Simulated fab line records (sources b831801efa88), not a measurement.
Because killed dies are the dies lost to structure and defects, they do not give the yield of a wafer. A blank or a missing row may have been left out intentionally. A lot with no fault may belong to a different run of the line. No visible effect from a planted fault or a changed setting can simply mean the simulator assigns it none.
fab line records	flow sky130
[record] lots = 24	wafers = 72	lastDay = 51
route steps=708 shown VIA1@473 METAL2@500 VIA2@522 METAL3@532
lots that met no fault: taken from a fault-free run of the same line
startH: the number of hours between the record's first day and the start of the first shown wafer of the lot	waitH: hours since the lot's step before	" same as the row above	L1.1+2: several wafers, shown together as one row	- no value, or no start given	* or withheld: withheld	< > ~ a bound
route shown NAME@n: NAME is a module with steps in the file, n the number in the route of the first one	usual: mean and standard deviation over wafers with no fault	same: alike in all rows	chamber/n: place in a boat	sites: each site's reading	_std_site: the standard deviation of these	_edge_site: mean of outer sites minus mean of inner sites	radiusMm: for every site, how far away it sits from the centre of the wafer	mask NAME#n: copy n	behind: the last tool/chamber to shape the wafer	hold: what put the lot on hold/how long, in hours/how the hold closed	device: whichever transistor did not switch (one of n, p or np)	end of line: tests run on the same wafers once the route is complete	a step given without rows: its recipe and nothing more	killed: at the first sort, the dies lost to defects and structure; wafer yield is something else	map: dies across one wafer; x = killed, . = not, _ = none there
set.NAME: setting as actually run; set.NAME@STEP: the setting as run at that earlier step	model.NAME: the simulator's own value behind a step, which no gauge read
a sample of lots followed through the steps of the route, with each step as a table and each wafer as a row
services: a tool's chamber out of use, with start hour (startH, from the record's first day; less than 0 if before it), hours out, and reason
[[steps]]
[step SKY_VIA1_ETCH_15]
[recipe] target = SiO2	chemistry = C4F8/O2/Ar	targetDepthNm = 351	stopOn = TiN	maskMaterial = KrF-thick	sourceW = 1500	biasW = 1200	pressureMtorr = 40	c4f8FlowSccm = withheld	O2_flow_sccm = 6	Ar_flow_sccm = 300	timeS = 54
[usual] biasW = 1200/3.8	oesProductAu = 0.981/0.0064
lot.wafer	tool	chamber	startH	waitH	biasW	oesProductAu	rfHoursCounterH
L074.2	rieDiel-04	1	812.92	0.0	1194	0.981	17
L074.3	"	3	"	"	1197	0.987	12
L074.4	"	0	"	"	1198	0.984	8
L075.3	rieDiel-04	0	819.96	0.0	1200	0.976	8
L075.5	"	0	"	"	1196	0.982	-
L075.6	"	3	"	"	1204	0.985	-
L076.3	rieDiel-04	0	830.17	0.0	1199	0.980	9
L076.4	"	2	"	"	1206	0.979	4
L076.5	"	0	"	"	1200	0.978	-
L077.2	rieDiel-04	0	838.24	0.0	1205	0.977	9
L077.3	"	2	"	"	1200	0.982	4
L077.6	"	1	"	"	1198	0.975	-
L078.3	rieDiel-03	0	847.61	0.0	1203	0.985	14
L078.4	"	3	"	"	1193	0.991	1
L078.5	"	1	"	"	1206	0.979	-
L079.1	rieDiel-03	2	851.04	0.0	1196	0.991	3
L079.2	"	3	"	"	1203	0.990	1
L079.4	"	1	"	"	1195	0.978	6
L080.4	rieDiel-03	0	858.61	0.0	1194	0.983	14
L080.5	"	3	"	"	1204	0.984	-
L080.6	"	0	"	"	1198	0.977	-
L081.1	rieDiel-01	2	867.91	0.0	1201	0.980	10
L081.3	"	1	"	"	1200	0.979	18
L081.6	"	0	"	"	1206	0.973	-
L082.3	rieDiel-03	3	877.19	0.0	1204	0.986	1
L082.4	"	0	"	"	1198	0.976	14
L082.6	"	1	"	"	1201	0.982	-
L083.1	rieDiel-03	0	880.46	0.0	1199	0.973	14
L083.2	"	2	"	"	1199	0.980	4
L083.5	"	1	"	"	1202	0.982	-
L084.2	rieDiel-04	2	887.92	0.0	1201	0.980	5
L084.5	"	3	"	"	1207	0.977	-
L084.6	"	2	"	"	1200	0.988	-
L085.1	rieDiel-04	3	900.79	0.0	1204	0.980	15
L085.4	"	2	"	"	1199	0.987	5
L085.6	"	2	"	"	1200	0.989	-
L086.1	rieDiel-03	0	902.91	0.0	1198	0.984	15
L086.2	"	1	"	"	1204	0.983	8
L086.5	"	3	"	"	1203	0.984	-
L087.2	rieDiel-04	1	915.76	0.0	1202	0.959	20
L087.4	"	2	"	"	1203	0.980	6
L087.5	"	3	"	"	1197	0.996	-
L088.2	rieDiel-03	0	917.84	0.0	1207	0.982	16
L088.3	"	1	"	"	1198	0.983	8
L088.5	"	0	"	"	1205	0.978	-
L089.2	rieDiel-04	0	925.09	0.0	1196	0.991	12
L089.3	"	1	"	"	1202	0.977	20
L089.6	"	0	"	"	1195	0.974	-
L090.1	rieDiel-03	1	927.16	0.0	1197	0.982	8
L090.4	"	3	"	"	1201	0.989	3
L090.5	"	1	"	"	1202	0.977	-
L091.1	rieDiel-04	2	939.11	0.0	1197	0.974	6
L091.2	"	3	"	"	1197	0.985	16
L091.4	"	1	"	"	1196	0.979	20
L092.3	rieDiel-04	0	951.47	0.0	1202	0.981	12
L092.5	"	0	"	"	1203	0.969	-
L092.6	"	1	"	"	1195	0.972	-
L093.2	rieDiel-01	3	952.49	0.0	1202	0.990	23
L093.4	"	2	"	"	1198	0.993	12
L093.5	"	3	"	"	1204	0.987	-
L094.1	rieDiel-04	1	955.68	0.0	1197	0.973	21
L094.4	"	3	"	"	1202	0.988	16
L094.6	"	3	"	"	1208	0.977	-
L095.1	rieDiel-01	2	962.21	0.0	1197	0.986	13
L095.4	"	0	"	"	1196	0.987	11
L095.6	"	2	"	"	1206	0.987	-
L096.1	rieDiel-04	0	972.84	0.0	1192	0.971	13
L096.3	"	3	"	"	1201	0.979	17
L096.5	"	0	"	"	1194	0.984	-
L097.2	rieDiel-04	3	981.01	0.0	1206	0.982	17
L097.4	"	0	"	"	1203	0.982	13
L097.6	"	2	"	"	1197	0.976	-
[step SKY_METAL2_DESCUM_17]
[recipe] chemistry = O2	sourcePowerW = 150	biasPowerW = 0	pressureMtorr = 10	tempC = 40	timeS = 8
[usual] drypumpMotorCurrentA = 5.6/0.54	oesProductAu = 1.002/0.01
[same] biasPowerW = 0
lot.wafer	tool	chamber	startH	waitH	drypumpMotorCurrentA	oesProductAu	rfHoursCounterH
L074.2	rieMetal-04	1	841.21	0.0	5.2	0.993	5
L074.3	"	1	"	"	5.2	0.994	-
L074.4	"	0	"	"	6.4	1.013	-
L075.3	rieMetal-01	1	848.87	0.0	5.0	1.000	-
L075.5	"	1	"	"	5.0	1.007	-
L075.6	"	0	"	"	5.6	1.013	-
L076.3	rieMetal-04	0	858.93	0.0	6.4	0.999	-
L076.4	"	1	"	"	5.2	0.988	-
L076.5	"	1	"	"	5.2	0.992	-
L077.2	rieMetal-04	0	866.79	0.0	6.4	1.010	4
L077.3	"	0	"	"	6.4	0.993	-
L077.6	"	1	"	"	5.2	0.989	-
L078.3	rieMetal-04	0	876.07	0.0	6.4	1.001	-
L078.4	"	1	"	"	5.2	1.002	-
L078.5	"	0	"	"	6.4	1.006	-
L079.1	rieMetal-03	1	879.69	0.0	6.0	0.999	5
L079.2	"	0	"	"	5.1	1.009	13
L079.4	"	1	"	"	6.0	1.011	-
L080.4	rieMetal-04	0	886.17	0.0	6.4	1.003	-
L080.5	"	1	"	"	5.2	0.992	-
L080.6	"	0	"	"	6.4	0.997	-
L081.1	rieMetal-04	0	897.07	0.0	6.4	1.003	6
L081.3	"	1	"	"	5.2	1.003	-
L081.6	"	0	"	"	6.4	0.999	-
L082.3	rieMetal-04	0	905.32	0.0	6.4	0.999	-
L082.4	"	1	"	"	5.2	0.984	-
L082.6	"	0	"	"	6.4	1.001	-
L083.1	rieMetal-03	1	908.54	0.0	6.0	1.013	6
L083.2	"	0	"	"	5.1	1.002	14
L083.5	"	1	"	"	6.0	1.004	-
L084.2	rieMetal-03	0	915.40	0.0	5.1	0.999	15
L084.5	"	1	"	"	6.0	1.010	-
L084.6	"	0	"	"	5.1	0.997	-
L085.1	rieMetal-03	1	927.16	0.0	6.1	1.004	7
L085.4	"	0	"	"	5.0	1.007	-
L085.6	"	0	"	"	5.1	1.000	-
L086.1	rieMetal-01	1	929.75	0.0	5.1	1.009	15
L086.2	"	0	"	"	5.7	1.016	11
L086.5	"	0	"	"	5.6	1.023	-
L087.2	rieMetal-04	0	942.20	0.0	6.4	1.007	8
L087.4	"	1	"	"	5.2	0.989	-
L087.5	"	1	"	"	5.2	0.983	-
L088.2	rieMetal-01	1	944.75	0.0	5.0	1.012	16
L088.3	"	1	"	"	5.0	1.012	-
L088.5	"	0	"	"	5.6	1.022	-
L089.2	rieMetal-01	0	952.10	0.0	5.6	1.024	12
L089.3	"	0	"	"	5.6	1.008	-
L089.6	"	1	"	"	5.0	1.005	-
L090.1	rieMetal-03	1	953.02	0.0	6.1	0.992	8
L090.4	"	1	"	"	6.1	1.001	-
L090.5	"	1	"	"	6.1	0.999	-
L091.1	rieMetal-01	1	964.87	0.0	5.0	1.009	17
L091.2	"	0	"	"	5.7	1.017	13
L091.4	"	0	"	"	5.7	1.014	-
L092.3	rieMetal-03	1	977.91	0.0	6.1	0.991	-
L092.5	"	1	"	"	6.1	1.000	-
L092.6	"	0	"	"	5.1	0.994	-
L093.2	rieMetal-04	1	979.66	0.0	5.2	1.000	11
L093.4	"	0	"	"	6.4	1.014	-
L093.5	"	1	"	"	5.2	0.983	-
L094.1	rieMetal-01	0	982.27	0.0	5.6	1.007	14
L094.4	"	0	"	"	5.6	1.003	-
L094.6	"	0	"	"	5.6	1.012	-
L095.1	rieMetal-04	1	988.71	0.0	5.2	0.985	12
L095.4	"	1	"	"	5.2	0.993	-
L095.6	"	0	"	"	6.4	1.009	-
L096.1	rieMetal-04	1	998.40	0.0	5.2	0.987	12
L096.3	"	1	"	"	5.2	0.987	-
L096.5	"	0	"	"	6.4	0.990	-
L097.2	rieMetal-01	1	1006.59	0.0	5.0	1.008	18
L097.4	"	1	"	"	5.0	1.013	-
L097.6	"	0	"	"	5.6	1.006	-
[step SKY_VIA2_ETCH_15]
[recipe] target = SiO2	chemistry = C4F8/O2/Ar	targetDepthNm = 546	stopOn = TiN	maskMaterial = KrF-thick	sourceW = 1500	biasW = 1200	pressureMtorr = 40	c4f8FlowSccm = withheld	O2_flow_sccm = 6	Ar_flow_sccm = 300	timeS = 84
[usual] biasW = 1200/3.9	oesProductAu = 0.939/0.0046
lot.wafer	tool	chamber	startH	waitH	biasW	oesProductAu	rfHoursCounterH
L074.2	rieDiel-03	0	869.27	0.0	1201	0.932	14
L074.3	"	3	"	"	1205	0.936	1
L074.4	"	1	"	"	1203	0.941	7
L075.3	rieDiel-01	3	876.82	0.0	1200	0.944	21
L075.5	"	0	"	"	1202	0.937	-
L075.6	"	1	"	"	1202	0.944	-
L076.3	rieDiel-03	0	886.64	0.0	1199	0.940	15
L076.4	"	1	"	"	1199	0.938	7
L076.5	"	2	"	"	1199	0.940	-
L077.2	rieDiel-03	0	894.31	0.0	1206	0.942	15
L077.3	"	2	"	"	1198	0.933	4
L077.6	"	3	"	"	1196	0.937	-
L078.3	rieDiel-01	2	903.81	0.0	1204	0.945	11
L078.4	"	0	"	"	1200	0.930	-
L078.5	"	2	"	"	1202	0.939	-
L079.1	rieDiel-01	3	907.57	0.0	1203	0.937	22
L079.2	"	2	"	"	1206	0.935	11
L079.4	"	0	"	"	1198	0.953	-
L080.4	rieDiel-03	2	913.64	0.0	1207	0.932	4
L080.5	"	1	"	"	1196	0.947	-
L080.6	"	0	"	"	1200	0.939	-
L081.1	rieDiel-02	3	923.97	0.0	1201	0.939	13
L081.3	"	1	"	"	1201	0.943	15
L081.6	"	2	"	"	1201	0.935	-
L082.3	rieDiel-03	2	931.92	0.0	1201	0.937	5
L082.4	"	3	"	"	1206	0.942	3
L082.6	"	0	"	"	1197	0.937	-
L083.1	rieDiel-01	1	935.71	0.0	1201	0.937	19
L083.2	"	0	"	"	1201	0.950	10
L083.5	"	3	"	"	1206	0.942	-
L084.2	rieDiel-02	0	941.89	0.0	1193	0.948	3
L084.5	"	0	"	"	1200	0.934	-
L084.6	"	3	"	"	1203	0.938	-
L085.1	rieDiel-01	0	953.94	0.0	1193	0.945	10
L085.4	"	1	"	"	1199	0.933	20
L085.6	"	1	"	"	1196	0.932	-
L086.1	rieDiel-02	3	955.99	0.0	1197	0.942	14
L086.2	"	2	"	"	1203	0.934	12
L086.5	"	3	"	"	1195	0.928	-
L087.2	rieDiel-02	2	968.27	0.0	1199	0.935	13
L087.4	"	3	"	"	1195	0.937	14
L087.5	"	2	"	"	1202	0.934	-
L088.2	rieDiel-01	0	970.71	0.0	1200	0.943	11
L088.3	"	1	"	"	1200	0.939	20
L088.5	"	0	"	"	1202	0.942	-
L089.2	rieDiel-01	0	978.41	0.0	1198	0.935	11
L089.3	"	3	"	"	1199	0.943	24
L089.6	"	0	"	"	1204	0.937	-
L090.1	rieDiel-03	0	979.94	0.0	1201	0.937	17
L090.4	"	3	"	"	1204	0.941	4
L090.5	"	3	"	"	1204	0.942	-
L091.1	rieDiel-03	0	990.61	0.0	1201	0.937	18
L091.2	"	1	"	"	1198	0.944	10
L091.4	"	3	"	"	1196	0.937	4
L092.3	rieDiel-03	3	1003.69	0.0	1200	0.940	5
L092.5	"	0	"	"	1212	0.940	-
L092.6	"	3	"	"	1201	0.937	-
L093.2	rieDiel-01	2	1004.99	0.0	1196	0.939	14
L093.4	"	1	"	"	1196	0.939	21
L093.5	"	1	"	"	1198	0.948	-
L094.1	rieDiel-01	1	1008.04	0.0	1205	0.938	21
L094.4	"	0	"	"	1208	0.938	12
L094.6	"	3	"	"	1202	0.942	-
L095.1	rieDiel-03	3	1014.24	0.0	1202	0.934	5
L095.4	"	1	"	"	1199	0.935	11
L095.6	"	2	"	"	1201	0.944	-
L096.1	rieDiel-03	3	1023.29	0.0	1203	0.943	5
L096.3	"	0	"	"	1200	0.937	19
L096.5	"	0	"	"	1193	0.938	-
L097.2	rieDiel-03	1	1031.13	0.0	1200	0.936	11
L097.4	"	0	"	"	1199	0.946	19
L097.6	"	0	"	"	1200	0.945	-
[step SKY_METAL3_SPUTTER_00]
[recipe] material = Ti	targetThkNm = 15	powerW = 3000	timeS = 10.27	chamberPressurePa = 0.4
[usual] throttleValvePct = 30.0/1.2
lot.wafer	tool	chamber	startH	waitH	throttleValvePct
L074.2	pvdSputter-03	-	870.60	0.1	27.5
L074.3	"	-	"	"	31.1
L074.4	"	-	"	"	28.6
L075.3	pvdSputter-03	-	878.16	0.1	29.8
L075.5	"	-	"	"	28.8
L075.6	"	-	"	"	27.4
L076.3	pvdSputter-02	-	888.02	0.2	28.6
L076.4	"	-	"	"	29.2
L076.5	"	-	"	"	31.6
L077.2	pvdSputter-04	-	895.76	0.1	30.7
L077.3	"	-	"	"	31.4
L077.6	"	-	"	"	30.8
L078.3	pvdSputter-03	-	905.54	0.2	28.6
L078.4	"	-	"	"	31.3
L078.5	"	-	"	"	31.2
L079.1	pvdSputter-04	-	909.08	0.2	31.4
L079.2	"	-	"	"	31.0
L079.4	"	-	"	"	29.6
L080.4	pvdSputter-04	-	914.96	0.2	30.5
L080.5	"	-	"	"	31.3
L080.6	"	-	"	"	29.6
L081.1	pvdSputter-03	-	925.34	0.2	27.4
L081.3	"	-	"	"	29.5
L081.6	"	-	"	"	29.6
L082.3	pvdSputter-02	-	933.28	0.1	31.7
L082.4	"	-	"	"	29.2
L082.6	"	-	"	"	28.6
L083.1	pvdSputter-03	-	937.06	0.1	27.5
L083.2	"	-	"	"	28.5
L083.5	"	-	"	"	31.1
L084.2	pvdSputter-04	-	943.23	0.2	31.1
L084.5	"	-	"	"	30.0
L084.6	"	-	"	"	31.3
L085.1	pvdSputter-03	-	955.57	0.1	27.7
L085.4	"	-	"	"	29.8
L085.6	"	-	"	"	28.4
L086.1	pvdSputter-03	-	958.56	0.2	27.7
L086.2	"	-	"	"	31.1
L086.5	"	-	"	"	31.1
L087.2	pvdSputter-03	-	969.61	0.2	27.7
L087.4	"	-	"	"	29.8
L087.5	"	-	"	"	31.0
L088.2	pvdSputter-02	-	972.04	0.1	31.1
L088.3	"	-	"	"	28.5
L088.5	"	-	"	"	29.3
L089.2	pvdSputter-02	-	979.74	0.1	28.5
L089.3	"	-	"	"	31.2
L089.6	"	-	"	"	28.3
L090.1	pvdSputter-02	-	981.26	0.1	28.8
L090.4	"	-	"	"	29.3
L090.5	"	-	"	"	29.1
L091.1	pvdSputter-04	-	991.93	0.1	30.8
L091.2	"	-	"	"	29.6
L091.4	"	-	"	"	30.6
L092.3	pvdSputter-04	-	1005.01	0.1	29.7
L092.5	"	-	"	"	31.2
L092.6	"	-	"	"	29.6
L093.2	pvdSputter-04	-	1006.32	0.1	30.6
L093.4	"	-	"	"	30.2
L093.5	"	-	"	"	29.6
L094.1	pvdSputter-04	-	1009.40	0.1	30.5
L094.4	"	-	"	"	31.0
L094.6	"	-	"	"	30.9
L095.1	pvdSputter-02	-	1015.57	0.1	28.7
L095.4	"	-	"	"	29.3
L095.6	"	-	"	"	31.7
L096.1	pvdSputter-04	-	1024.61	0.2	29.6
L096.3	"	-	"	"	30.4
L096.5	"	-	"	"	31.0
L097.2	pvdSputter-04	-	1032.50	0.2	30.5
L097.4	"	-	"	"	29.4
L097.6	"	-	"	"	30.6
[step SKY_METAL3_SPUTTER_02]
[recipe] material = AlCu	targetThkNm = 735	powerW = 10600	timeS = 39.1	chamberPressurePa = 0.4
[usual] throttleValvePct = 30.1/1.2
lot.wafer	tool	chamber	startH	waitH	throttleValvePct
L074.2	pvdSputter-03	-	870.65	0.0	27.5
L074.3	"	-	"	"	31.1
L074.4	"	-	"	"	28.5
L075.3	pvdSputter-03	-	878.21	0.0	29.7
L075.5	"	-	"	"	28.8
L075.6	"	-	"	"	27.7
L076.3	pvdSputter-02	-	888.06	0.0	28.4
L076.4	"	-	"	"	29.1
L076.5	"	-	"	"	32.0
L077.2	pvdSputter-04	-	895.81	0.0	30.8
L077.3	"	-	"	"	31.3
L077.6	"	-	"	"	31.0
L078.3	pvdSputter-03	-	905.58	0.0	28.8
L078.4	"	-	"	"	31.0
L078.5	"	-	"	"	31.4
L079.1	pvdSputter-04	-	909.13	0.0	31.3
L079.2	"	-	"	"	30.9
L079.4	"	-	"	"	29.6
L080.4	pvdSputter-04	-	915.01	0.0	30.3
L080.5	"	-	"	"	31.2
L080.6	"	-	"	"	29.7
L081.1	pvdSputter-03	-	925.39	0.0	27.5
L081.3	"	-	"	"	29.5
L081.6	"	-	"	"	29.5
L082.3	pvdSputter-02	-	933.33	0.0	32.0
L082.4	"	-	"	"	29.2
L082.6	"	-	"	"	28.5
L083.1	pvdSputter-03	-	937.11	0.0	27.6
L083.2	"	-	"	"	28.6
L083.5	"	-	"	"	31.4
L084.2	pvdSputter-04	-	943.28	0.0	30.8
L084.5	"	-	"	"	29.5
L084.6	"	-	"	"	31.5
L085.1	pvdSputter-03	-	955.62	0.0	27.7
L085.4	"	-	"	"	29.5
L085.6	"	-	"	"	28.7
L086.1	pvdSputter-03	-	958.60	0.0	27.4
L086.2	"	-	"	"	31.1
L086.5	"	-	"	"	31.3
L087.2	pvdSputter-03	-	969.65	0.0	27.5
L087.4	"	-	"	"	29.7
L087.5	"	-	"	"	31.0
L088.2	pvdSputter-02	-	972.09	0.0	31.0
L088.3	"	-	"	"	28.4
L088.5	"	-	"	"	29.2
L089.2	pvdSputter-02	-	979.79	0.0	28.9
L089.3	"	-	"	"	31.5
L089.6	"	-	"	"	28.8
L090.1	pvdSputter-02	-	981.32	0.0	28.4
L090.4	"	-	"	"	29.0
L090.5	"	-	"	"	29.4
L091.1	pvdSputter-04	-	991.98	0.0	30.9
L091.2	"	-	"	"	29.6
L091.4	"	-	"	"	30.2
L092.3	pvdSputter-04	-	1005.06	0.0	29.4
L092.5	"	-	"	"	31.2
L092.6	"	-	"	"	29.8
L093.2	pvdSputter-04	-	1006.37	0.0	30.9
L093.4	"	-	"	"	30.3
L093.5	"	-	"	"	29.7
L094.1	pvdSputter-04	-	1009.44	0.0	30.1
L094.4	"	-	"	"	30.9
L094.6	"	-	"	"	30.8
L095.1	pvdSputter-02	-	1015.62	0.0	28.7
L095.4	"	-	"	"	29.4
L095.6	"	-	"	"	31.7
L096.1	pvdSputter-04	-	1024.66	0.0	29.5
L096.3	"	-	"	"	30.1
L096.5	"	-	"	"	31.1
L097.2	pvdSputter-04	-	1032.55	0.0	30.6
L097.4	"	-	"	"	29.6
L097.6	"	-	"	"	30.2
[step SKY_METAL3_SPUTTER_03]
[recipe] material = Ti	targetThkNm = 5	powerW = 3000	timeS = 3.3	chamberPressurePa = 0.4
[usual] throttleValvePct = 30.1/1.3
lot.wafer	tool	chamber	startH	waitH	throttleValvePct
L074.2	pvdSputter-03	-	870.69	0.0	27.7
L074.3	"	-	"	"	31.3
L074.4	"	-	"	"	28.6
L075.3	pvdSputter-03	-	878.24	0.0	29.6
L075.5	"	-	"	"	28.4
L075.6	"	-	"	"	27.6
L076.3	pvdSputter-02	-	888.10	0.0	28.5
L076.4	"	-	"	"	29.1
L076.5	"	-	"	"	31.9
L077.2	pvdSputter-04	-	895.85	0.0	30.9
L077.3	"	-	"	"	31.3
L077.6	"	-	"	"	31.0
L078.3	pvdSputter-03	-	905.62	0.0	28.5
L078.4	"	-	"	"	31.5
L078.5	"	-	"	"	31.2
L079.1	pvdSputter-04	-	909.17	0.0	31.4
L079.2	"	-	"	"	30.8
L079.4	"	-	"	"	29.4
L080.4	pvdSputter-04	-	915.05	0.0	30.3
L080.5	"	-	"	"	31.6
L080.6	"	-	"	"	29.6
L081.1	pvdSputter-03	-	925.43	0.0	27.6
L081.3	"	-	"	"	29.8
L081.6	"	-	"	"	29.7
L082.3	pvdSputter-02	-	933.37	0.0	32.0
L082.4	"	-	"	"	29.4
L082.6	"	-	"	"	28.3
L083.1	pvdSputter-03	-	937.15	0.0	27.6
L083.2	"	-	"	"	28.7
L083.5	"	-	"	"	31.1
L084.2	pvdSputter-04	-	943.31	0.0	30.9
L084.5	"	-	"	"	29.5
L084.6	"	-	"	"	31.5
L085.1	pvdSputter-03	-	955.66	0.0	27.7
L085.4	"	-	"	"	29.9
L085.6	"	-	"	"	28.5
L086.1	pvdSputter-03	-	958.64	0.0	27.5
L086.2	"	-	"	"	31.2
L086.5	"	-	"	"	31.4
L087.2	pvdSputter-03	-	969.69	0.0	27.5
L087.4	"	-	"	"	29.6
L087.5	"	-	"	"	31.2
L088.2	pvdSputter-02	-	972.12	0.0	31.3
L088.3	"	-	"	"	28.6
L088.5	"	-	"	"	29.3
L089.2	pvdSputter-02	-	979.83	0.0	28.3
L089.3	"	-	"	"	31.3
L089.6	"	-	"	"	28.6
L090.1	pvdSputter-02	-	981.36	0.0	28.8
L090.4	"	-	"	"	29.2
L090.5	"	-	"	"	29.1
L091.1	pvdSputter-04	-	992.02	0.0	30.8
L091.2	"	-	"	"	29.7
L091.4	"	-	"	"	30.5
L092.3	pvdSputter-04	-	1005.10	0.0	29.6
L092.5	"	-	"	"	31.3
L092.6	"	-	"	"	29.5
L093.2	pvdSputter-04	-	1006.41	0.0	30.7
L093.4	"	-	"	"	30.4
L093.5	"	-	"	"	29.6
L094.1	pvdSputter-04	-	1009.48	0.0	30.3
L094.4	"	-	"	"	31.1
L094.6	"	-	"	"	30.8
L095.1	pvdSputter-02	-	1015.66	0.0	28.9
L095.4	"	-	"	"	29.2
L095.6	"	-	"	"	31.7
L096.1	pvdSputter-04	-	1024.70	0.0	29.4
L096.3	"	-	"	"	30.4
L096.5	"	-	"	"	30.9
L097.2	pvdSputter-04	-	1032.59	0.0	30.4
L097.4	"	-	"	"	29.6
L097.6	"	-	"	"	30.5
[[services]]
tool	chamber	startH	hours	kind
rieDiel-01	1	789.37	16.4	repair
rieDiel-02	1	819.67	20.3	repair
pvdSputter-04	3	832.59	-	consumableReplace:kit
pvdSputter-04	3	832.59	18.0	scheduledDown
pvdSputter-04	3	832.59	18.0	ventCycle
pvdSputter-03	0	842.48	-	consumableReplace:kit
pvdSputter-04	-	842.99	1.3	repair
rieDiel-04	2	852.69	8.6	repair
rieDiel-03	3	880.05	3.7	repair
rieDiel-01	1	890.63	20.8	repair
pvdSputter-02	-	900.67	3.4	repair
rieDiel-01	-	918.59	0.7	repair
pvdSputter-02	-	920.23	5.1	repair
rieDiel-04	-	921.58	0.1	repair
rieMetal-03	1	965.13	6.2	repair
rieDiel-01	3	969.49	3.5	repair
rieMetal-01	1	979.85	15.7	repair
rieDiel-01	0	987.10	5.4	repair
rieDiel-03	3	996.05	4.6	repair
pvdSputter-03	-	1009.19	7.6	repair
rieDiel-02	2	1019.74	17.0	repair
rieMetal-03	1	1026.07	1.4	repair
rieDiel-03	-	1028.12	0.4	repair
rieMetal-01	-	1030.85	2.8	pm
[[key]]
fault none
